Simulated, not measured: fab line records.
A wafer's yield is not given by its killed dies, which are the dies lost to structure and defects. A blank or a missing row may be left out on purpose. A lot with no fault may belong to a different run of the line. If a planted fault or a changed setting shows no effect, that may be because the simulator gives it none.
A lot that was struck, set against a sound lot | flow sky130 | 14 out of 708 route steps
Sound: the wafers L635.3, L635.5, L635.6. Wafers struck: L626.1, L626.3, L626.4. The cause is named last.
At each step with rows: each side's tool, then ch and its chambers, then its first start. Under that, the readings that differ: sound wafers | struck wafers | difference of the means | sigmas: that difference in standard deviations of wafers without a fault.
alike: readings with means less than 2 such deviations apart, plus words and numbers identical on both sides. not compared: withheld readings, readings lacking a value on some wafer, bounds such as >300 that could conceal the same value, and numbers that have no deviation in the record and whose values overlap.
Wherever a step has rows on one side only, a row that says differs or no value, or a row with sigmas, the two part there. Numbers that don't overlap but have no deviation are shown without sigmas and don't part them. Lack of a reading on every wafer of one side parts them only where that side has two or more wafers.

first, 1 step without rows for these wafers: SKY_VIA1_ETCH_14 (etches BARC in N2/H2, stops on SiO2, time 45.9 s, target depth 60 nm).
SKY_VIA1_ETCH_15: etches SiO2 in C4F8/O2/Ar, stops on TiN, target depth 351 nm, time 54 s.
  sound on rie_diel-04 ch 0,1,3, day 41 02:32; struck on rie_diel-03 ch 1,2,3, day 39 02:37
  alike: oes_product_au
  not compared: rf_hours_counter_h
then, 4 steps without rows for these wafers: SKY_VIA1_STRIP_16 (strips in O2/N2); SKY_VIA1_STRIP_17 (strips in post etch residue remover, time 1200 s); SKY_VIA1_CLEAN_18 (cleans in IPA, time 180 s); SKY_VIA1_CLEAN_19 (cleans in O3/DIW).
SKY_VIA1_SPUTTER_20: material TiN, target thk 20 nm, time 80 s.
  sound on pvd_sputter-02 at day 41 03:10; struck on pvd_sputter-03 at day 39 03:15
  alike: cathode_dc_power_W, chamber_pressure_pa, throttle_valve_pct
then, 1 step without rows for these wafers: SKY_VIA1_CVD_21 (deposits W, target thk 270 nm, time 80.902 s).
SKY_VIA1_RS_MEAS_22: a four-point-probe measurement.
  sound on film_metro-02 at day 41 03:22; struck on film_metro-03 at day 39 03:25
  reading            | sound             | struck            | difference | sigmas
  VIA1_W_RS (ohm/sq) | 0.413 0.414 0.422 | 0.437 0.434 0.438 | +0.020     | +4
SKY_VIA1_THK_MEAS_23: measures by xrf.
  sound on film_metro-02 at day 41 03:28; struck on film_metro-03 at day 39 03:32
  reading         | sound       | struck      | difference | sigmas
  VIA1_W_THK (nm) | 281 281 277 | 272 273 269 | -8         | -2
SKY_VIA1_CMP_24: polishes, stops on SiO2, t overpolish 15 s, target thk 0 nm.
  sound on cmp-02 ch 2,3, day 41 03:31; struck on cmp-01 ch 1,2,3, day 39 04:36
  alike: motor_current_A, overpolish_run_s, platen_rpm, time_to_endpoint_s
SKY_METAL2_SPUTTER_00: material Ti, target thk 15 nm, time 10 s.
  sound on pvd_sputter-02 at day 41 03:49; struck on pvd_sputter-01 at day 39 04:54
  alike: cathode_dc_power_W, chamber_pressure_pa, throttle_valve_pct
SKY_METAL2_SPUTTER_01: material TiN, target thk 20 nm, time 16.7 s.
  sound on pvd_sputter-02 at day 41 03:50; struck on pvd_sputter-01 at day 39 04:55
  no value came back on the struck wafers for cathode_dc_power_W (W), chamber_pressure_pa (Pa), throttle_valve_pct (%), time_s (s); on the sound wafers cathode_dc_power_W (W) reads 6498.9 6500.9 6500.8
SKY_METAL2_SPUTTER_02: material AlCu, target thk 250 nm, time 13.3 s.
  sound on pvd_sputter-02 at day 41 03:52; struck on pvd_sputter-01 at day 39 04:57
  alike: cathode_dc_power_W, chamber_pressure_pa, throttle_valve_pct

WHERE THEY PART
Earliest at SKY_VIA1_RS_MEAS_22; latest, in this record, at SKY_METAL2_SPUTTER_01. Later steps at which nothing parts them and some readings are alike: SKY_METAL2_SPUTTER_02.

WHY: whatever the simulator had introduced
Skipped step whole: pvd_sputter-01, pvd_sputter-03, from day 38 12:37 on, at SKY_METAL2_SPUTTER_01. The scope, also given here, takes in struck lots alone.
